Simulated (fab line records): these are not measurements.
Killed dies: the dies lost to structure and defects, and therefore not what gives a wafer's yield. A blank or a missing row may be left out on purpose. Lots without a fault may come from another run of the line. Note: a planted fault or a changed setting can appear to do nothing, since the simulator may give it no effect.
Which tool was responsible? || flow gf180mcu || 14 lots with 42 wafers sampled at 4 steps, on a route of 602 steps

== WHAT EACH GAUGE READ, for each wafer ==
GF_NSD_TW_MEAS_12. Usual: for NSD_TW the level is 4230 and the standard deviation is 35.
{"lot": "L246", "measured": "day 13 22:18", "on": "filmMetro-03", "NSD_TW": "4279 4263 4283", "flag": ""}
{"lot": "L247", "measured": "day 14 05:27", "on": "filmMetro-01", "NSD_TW": "4240 4214 4245", "flag": ""}
{"lot": "L248", "measured": "day 14 17:27", "on": "filmMetro-03", "NSD_TW": "4259 4273 4270", "flag": ""}
{"lot": "L251", "measured": "day 15 19:59", "on": "filmMetro-01", "NSD_TW": "4248 4236 4258", "flag": ""}
{"lot": "L252", "measured": "day 16 16:35", "on": "filmMetro-03", "NSD_TW": "4266 4235 4260", "flag": ""}
{"lot": "L253", "measured": "day 16 22:51", "on": "filmMetro-04", "NSD_TW": "4174 4169 4172", "flag": ""}
{"lot": "L254", "measured": "day 16 23:41", "on": "filmMetro-03", "NSD_TW": "4250 4254 4263", "flag": ""}
{"lot": "L256", "measured": "day 17 14:14", "on": "filmMetro-04", "NSD_TW": "4171 4174 4180", "flag": ""}
{"lot": "L257", "measured": "day 18 05:58", "on": "filmMetro-03", "NSD_TW": "4259 4253 4278", "flag": ""}
{"lot": "L259", "measured": "day 18 16:11", "on": "filmMetro-04", "NSD_TW": "4194 4165 4188", "flag": ""}
{"lot": "L260", "measured": "day 19 01:28", "on": "filmMetro-03", "NSD_TW": "4250 4247 4274", "flag": ""}
{"lot": "L263", "measured": "day 20 08:21", "on": "filmMetro-01", "NSD_TW": "4246 4232 4253", "flag": ""}
{"lot": "L266", "measured": "day 20 19:42", "on": "filmMetro-01", "NSD_TW": "4244 4225 4233", "flag": ""}
{"lot": "L267", "measured": "day 21 04:42", "on": "filmMetro-04", "NSD_TW": "4217 4184 4181", "flag": ""}

GF_CONTACT_THK_MEAS_01. Usual: for CONTACT_CVD_00_THK the level is 299.4 nm and the standard deviation is 2.9.
{"lot": "L246", "measured": "day 15 17:29", "on": "filmMetro-02", "CONTACT_CVD_00_THK (nm)": "297.9 297.1 300.5", "flag": ""}
{"lot": "L247", "measured": "day 15 23:53", "on": "filmMetro-04", "CONTACT_CVD_00_THK (nm)": "299.7 297.8 299.2", "flag": ""}
{"lot": "L248", "measured": "day 16 14:49", "on": "filmMetro-04", "CONTACT_CVD_00_THK (nm)": "297.4 299.5 296.3", "flag": ""}
{"lot": "L251", "measured": "day 17 19:09", "on": "filmMetro-02", "CONTACT_CVD_00_THK (nm)": "295.9 296.9 301.5", "flag": ""}
{"lot": "L252", "measured": "day 18 16:22", "on": "filmMetro-03", "CONTACT_CVD_00_THK (nm)": "299.9 296.0 296.6", "flag": ""}
{"lot": "L253", "measured": "day 18 22:45", "on": "filmMetro-04", "CONTACT_CVD_00_THK (nm)": "301.4 298.7 301.3", "flag": ""}
{"lot": "L254", "measured": "day 18 23:45", "on": "filmMetro-03", "CONTACT_CVD_00_THK (nm)": "296.9 298.2 300.5", "flag": ""}
{"lot": "L256", "measured": "day 19 15:28", "on": "filmMetro-04", "CONTACT_CVD_00_THK (nm)": "299.1 303.6 299.3", "flag": ""}
{"lot": "L257", "measured": "day 20 07:25", "on": "filmMetro-02", "CONTACT_CVD_00_THK (nm)": "306.8 303.8 301.2", "flag": ""}
{"lot": "L259", "measured": "day 20 17:29", "on": "filmMetro-03", "CONTACT_CVD_00_THK (nm)": "298.6 300.9 298.5", "flag": ""}
{"lot": "L260", "measured": "day 21 03:52", "on": "filmMetro-03", "CONTACT_CVD_00_THK (nm)": "301.3 304.7 301.8", "flag": ""}
{"lot": "L263", "measured": "day 22 10:01", "on": "filmMetro-02", "CONTACT_CVD_00_THK (nm)": "299.8 300.8 300.2", "flag": ""}
{"lot": "L266", "measured": "day 22 20:20", "on": "filmMetro-03", "CONTACT_CVD_00_THK (nm)": "300.4 301.8 305.8", "flag": ""}
{"lot": "L267", "measured": "day 23 05:14", "on": "filmMetro-03", "CONTACT_CVD_00_THK (nm)": "299.0 299.9 300.3", "flag": ""}

== WHICH TOOL RAN EACH LOT (tool, then ch and the chambers of the sampled wafers, then the start) ==
{"lot": "L246", "GF_SAB_WET_ETCH_12": "wetBench-03 ch 1, day 15 16:34", "GF_SALICIDE_SPUTTER_02": "pvdSputter-01, day 15 16:54"}
{"lot": "L247", "GF_SAB_WET_ETCH_12": "wetBench-02 ch 0, day 15 23:00", "GF_SALICIDE_SPUTTER_02": "pvdSputter-03, day 15 23:19"}
{"lot": "L248", "GF_SAB_WET_ETCH_12": "wetBench-03 ch 3, day 16 13:55", "GF_SALICIDE_SPUTTER_02": "pvdSputter-02, day 16 14:15"}
{"lot": "L251", "GF_SAB_WET_ETCH_12": "wetBench-02 ch 1, day 17 18:16", "GF_SALICIDE_SPUTTER_02": "pvdSputter-02, day 17 18:35"}
{"lot": "L252", "GF_SAB_WET_ETCH_12": "wetBench-04 ch 0, day 18 15:28", "GF_SALICIDE_SPUTTER_02": "pvdSputter-03, day 18 15:47"}
{"lot": "L253", "GF_SAB_WET_ETCH_12": "wetBench-04 ch 3, day 18 21:52", "GF_SALICIDE_SPUTTER_02": "pvdSputter-03, day 18 22:11"}
{"lot": "L254", "GF_SAB_WET_ETCH_12": "wetBench-02 ch 3, day 18 22:52", "GF_SALICIDE_SPUTTER_02": "pvdSputter-03, day 18 23:11"}
{"lot": "L256", "GF_SAB_WET_ETCH_12": "wetBench-03 ch 0, day 19 14:27", "GF_SALICIDE_SPUTTER_02": "pvdSputter-02, day 19 14:52"}
{"lot": "L257", "GF_SAB_WET_ETCH_12": "wetBench-03 ch 2, day 20 06:31", "GF_SALICIDE_SPUTTER_02": "pvdSputter-03, day 20 06:50"}
{"lot": "L259", "GF_SAB_WET_ETCH_12": "wetBench-04 ch 2, day 20 16:36", "GF_SALICIDE_SPUTTER_02": "pvdSputter-01, day 20 16:55"}
{"lot": "L260", "GF_SAB_WET_ETCH_12": "wetBench-03 ch 3, day 21 02:58", "GF_SALICIDE_SPUTTER_02": "pvdSputter-03, day 21 03:17"}
{"lot": "L263", "GF_SAB_WET_ETCH_12": "wetBench-04 ch 3, day 22 09:07", "GF_SALICIDE_SPUTTER_02": "pvdSputter-01, day 22 09:26"}
{"lot": "L266", "GF_SAB_WET_ETCH_12": "wetBench-02 ch 2, day 22 19:25", "GF_SALICIDE_SPUTTER_02": "pvdSputter-01, day 22 19:45"}
{"lot": "L267", "GF_SAB_WET_ETCH_12": "wetBench-04 ch 2, day 23 04:17", "GF_SALICIDE_SPUTTER_02": "pvdSputter-01, day 23 04:39"}
- GF_SAB_WET_ETCH_12: etches SiO2 in dHF, target depth 22 nm, time 440 s.
- GF_SALICIDE_SPUTTER_02: material Co, target thk 10 nm, time 20 s.

== AS READ BY THE TOOLS THEMSELVES (means over the sampled wafers that have a number; for cases with no such wafer, the mark the record gives instead) ==
GF_SAB_WET_ETCH_12. Usual: runLengthS reads 468 s (standard deviation 3.4).
{"lot": "L246", "tool": "wetBench-03", "runLengthS (s)": 472, "flag": ""}
{"lot": "L247", "tool": "wetBench-02", "runLengthS (s)": 465, "flag": ""}
{"lot": "L248", "tool": "wetBench-03", "runLengthS (s)": 475, "flag": ""}
{"lot": "L251", "tool": "wetBench-02", "runLengthS (s)": 465, "flag": ""}
{"lot": "L252", "tool": "wetBench-04", "runLengthS (s)": 467, "flag": ""}
{"lot": "L253", "tool": "wetBench-04", "runLengthS (s)": 467, "flag": ""}
{"lot": "L254", "tool": "wetBench-02", "runLengthS (s)": 466, "flag": ""}
{"lot": "L256", "tool": "wetBench-03", "runLengthS (s)": 472, "flag": ""}
{"lot": "L257", "tool": "wetBench-03", "runLengthS (s)": 524, "flag": "OFF"}
{"lot": "L259", "tool": "wetBench-04", "runLengthS (s)": 466, "flag": ""}
{"lot": "L260", "tool": "wetBench-03", "runLengthS (s)": 523, "flag": "OFF"}
{"lot": "L263", "tool": "wetBench-04", "runLengthS (s)": 468, "flag": ""}
{"lot": "L266", "tool": "wetBench-02", "runLengthS (s)": 475, "flag": ""}
{"lot": "L267", "tool": "wetBench-04", "runLengthS (s)": 465, "flag": ""}

GF_SALICIDE_SPUTTER_02. Usual: cathodeDcPowerW 1000.0 W, standard deviation 0.17; chamberPressurePa 0.4000 Pa, standard deviation 0.00078; throttleValvePct 29.7 %, standard deviation 1.1.
{"lot": "L246", "tool": "pvdSputter-01", "cathodeDcPowerW (W)": 999.9, "chamberPressurePa (Pa)": 0.3996, "throttleValvePct (%)": 28.9, "flag": ""}
{"lot": "L247", "tool": "pvdSputter-03", "cathodeDcPowerW (W)": 1000.0, "chamberPressurePa (Pa)": 0.3995, "throttleValvePct (%)": 29.9, "flag": ""}
{"lot": "L248", "tool": "pvdSputter-02", "cathodeDcPowerW (W)": 1000.0, "chamberPressurePa (Pa)": 0.3997, "throttleValvePct (%)": 30.6, "flag": ""}
{"lot": "L251", "tool": "pvdSputter-02", "cathodeDcPowerW (W)": 1000.0, "chamberPressurePa (Pa)": 0.4007, "throttleValvePct (%)": 30.7, "flag": ""}
{"lot": "L252", "tool": "pvdSputter-03", "cathodeDcPowerW (W)": 1000.0, "chamberPressurePa (Pa)": 0.4005, "throttleValvePct (%)": 29.2, "flag": ""}
{"lot": "L253", "tool": "pvdSputter-03", "cathodeDcPowerW (W)": 1000.0, "chamberPressurePa (Pa)": 0.4000, "throttleValvePct (%)": 29.6, "flag": ""}
{"lot": "L254", "tool": "pvdSputter-03", "cathodeDcPowerW (W)": 1000.1, "chamberPressurePa (Pa)": 0.4003, "throttleValvePct (%)": 29.7, "flag": ""}
{"lot": "L256", "tool": "pvdSputter-02", "cathodeDcPowerW (W)": 1000.1, "chamberPressurePa (Pa)": 0.4002, "throttleValvePct (%)": 29.4, "flag": ""}
{"lot": "L257", "tool": "pvdSputter-03", "cathodeDcPowerW (W)": 999.9, "chamberPressurePa (Pa)": 0.4003, "throttleValvePct (%)": 29.0, "flag": ""}
{"lot": "L259", "tool": "pvdSputter-01", "cathodeDcPowerW (W)": 1000.0, "chamberPressurePa (Pa)": 0.4002, "throttleValvePct (%)": 28.8, "flag": ""}
{"lot": "L260", "tool": "pvdSputter-03", "cathodeDcPowerW (W)": 1000.0, "chamberPressurePa (Pa)": 0.4000, "throttleValvePct (%)": 29.6, "flag": ""}
{"lot": "L263", "tool": "pvdSputter-01", "cathodeDcPowerW (W)": 1000.1, "chamberPressurePa (Pa)": 0.4003, "throttleValvePct (%)": 28.9, "flag": ""}
{"lot": "L266", "tool": "pvdSputter-01", "cathodeDcPowerW (W)": 1000.0, "chamberPressurePa (Pa)": 0.4003, "throttleValvePct (%)": 29.7, "flag": ""}
{"lot": "L267", "tool": "pvdSputter-01", "cathodeDcPowerW (W)": 1000.0, "chamberPressurePa (Pa)": 0.3999, "throttleValvePct (%)": 29.5, "flag": ""}

== THE ANSWER, worked out from the rows above alone ==
Rule: a lot is off if the mean of its wafers that have a number lies more than 3 standard deviations from the usual mean. Also off: a lot with no number at a reading for which 4 or more lots have one. Any other lot the step has rows for is counted as sound. The gauges are gone through in route order, then the tools' own readings, and for those a lot's mean is taken as printed above. At the first step where some lot is off, the reading lying furthest off is the one used; lots without a number count as furthest.
Off at GF_SAB_WET_ETCH_12 (runLengthS): L257, L260.
If a tool, at that step or one of the process steps before it, ran each lot that is off and ran no sound lot following the first of them, it fits. One fits: wetBench-03 at GF_SAB_WET_ETCH_12. A fault onset in the window from L256 (day 19 14:27, its last sound lot) to L257 (day 20 06:31, its first lot off) fits.
On the lots that are off, the tool's own readings at GF_SAB_WET_ETCH_12 differ by more than 5 times the standard deviation of the sound lots' means, which bears it out; runLengthS reads 524 s there versus 469 s on the sound lots.

== WHAT THE SIMULATOR HAD INSERTED ==
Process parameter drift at GF_SAB_WET_ETCH_12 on wetBench-03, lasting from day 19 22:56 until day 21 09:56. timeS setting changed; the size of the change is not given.
Lots struck among those shown: L257, L260. The same result came from the rule above.
